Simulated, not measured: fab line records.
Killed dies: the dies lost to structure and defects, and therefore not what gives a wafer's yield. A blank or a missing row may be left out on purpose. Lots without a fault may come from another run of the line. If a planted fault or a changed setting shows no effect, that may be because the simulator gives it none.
2 desks looking at one fault | flow gf180mcu | every desk sees just its own numbers, and what lay behind them comes last

== THE TOOL OWNER'S DESK: furnace-01 ==
The tool's own readings at GF_DUAL_GATE_OXIDATION_15 (stabilise 600 s, purge 300 s, target thk 7.098 nm): means of the sampled wafers that have a number, for each lot that ran on this tool. If a lot's mean is further than 4 standard deviations from the usual mean, the lot is out of limits and carries the mark OUT (the distance appears in the brackets).
Columns: A = spike-tc-bottom-C at GF_DUAL_GATE_OXIDATION_15, usual 864 C; B = spike-tc-centre-C at GF_DUAL_GATE_OXIDATION_15, usual 850.5 C; C = spike-tc-lower-C at GF_DUAL_GATE_OXIDATION_15, usual 851.2 C; D = spike-tc-top-C at GF_DUAL_GATE_OXIDATION_15, usual 864.4 C; E = spike-tc-upper-C at GF_DUAL_GATE_OXIDATION_15, usual 850.2 C; F = tube-center-temp-C at GF_DUAL_GATE_OXIDATION_15, usual 849.99 C; G = tube_center_temp_C_max at GF_DUAL_GATE_OXIDATION_15, usual 852.2
lot  | first seen here | A   | B                | C                | D                | E     | F                | G
L680 | day 8 23:41     | 867 | 851.9            | 850.6            | 864.5            | 849.4 | 850.00           | 852.1
L688 | day 11 07:51    | 871 | 856.7 (+4.8) OUT | 856.1 (+4.5) OUT | 870.6 (+5.6) OUT | 853.7 | 855.07 (+67) OUT | 857.3 (+14) OUT
L689 | day 11 13:14    | 872 | 856.0 (+4.2) OUT | 857.3 (+5.5) OUT | 870.2 (+5.3) OUT | 854.6 | 855.07 (+67) OUT | 856.9 (+13) OUT
This desk finds L688, L689 out of limits, L688 being first, at day 11 07:51 (spike-tc-centre-C at GF_DUAL_GATE_OXIDATION_15). In limits: L680.

== AT THE METROLOGY DESK ==
What the gauges read, lot by lot, whatever tool the lot ran on: means of the sampled wafers that have a number. If a lot's mean is further than 4 standard deviations from the usual mean, the lot is out of limits and carries the mark OUT (the distance appears in the brackets).
Columns: A = DUAL_GATE_OXIDATION_00_THK at GF_DUAL_GATE_THK_MEAS_03, usual 10.72 nm; B = DUAL_GATE_OVL at GF_DUAL_GATE_OVL_MEAS_11, usual -1.1 nm
lot  | first seen here | A     | B
L680 | day 8 06:20     | 10.52 | -1.1
L688 | day 10 13:43    | 10.60 | -3.2
L689 | day 10 18:43    | 10.89 | -1.9
L697 | day 13 03:00    | 10.82 | -0.5
L699 | day 13 16:53    | 10.79 | 0.6
L701 | day 14 05:33    | 10.52 | -3.4
This desk's finding: nothing out of limits on any of the 6 lots.

== PUT TOGETHER ==
An alarm could have come from the tool owner's desk at day 11 07:51, on L688, L689.
At the metrology desk, nothing out of limits was observed.
The metrology desk has L688, L689 on record, within its limits.
GF_DUAL_GATE_OXIDATION_15 was run on furnace-01 by each of the lots named.

== WHAT THE SIMULATOR HAD PUT IN ==
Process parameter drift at GF_DUAL_GATE_OXIDATION_15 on furnace-01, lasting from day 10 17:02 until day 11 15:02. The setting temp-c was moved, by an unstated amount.
Shown lots that were struck: L688, L689.
Time in hours from fault onset to the first out-of-limits reading at each desk: the tool owner's desk, 15.
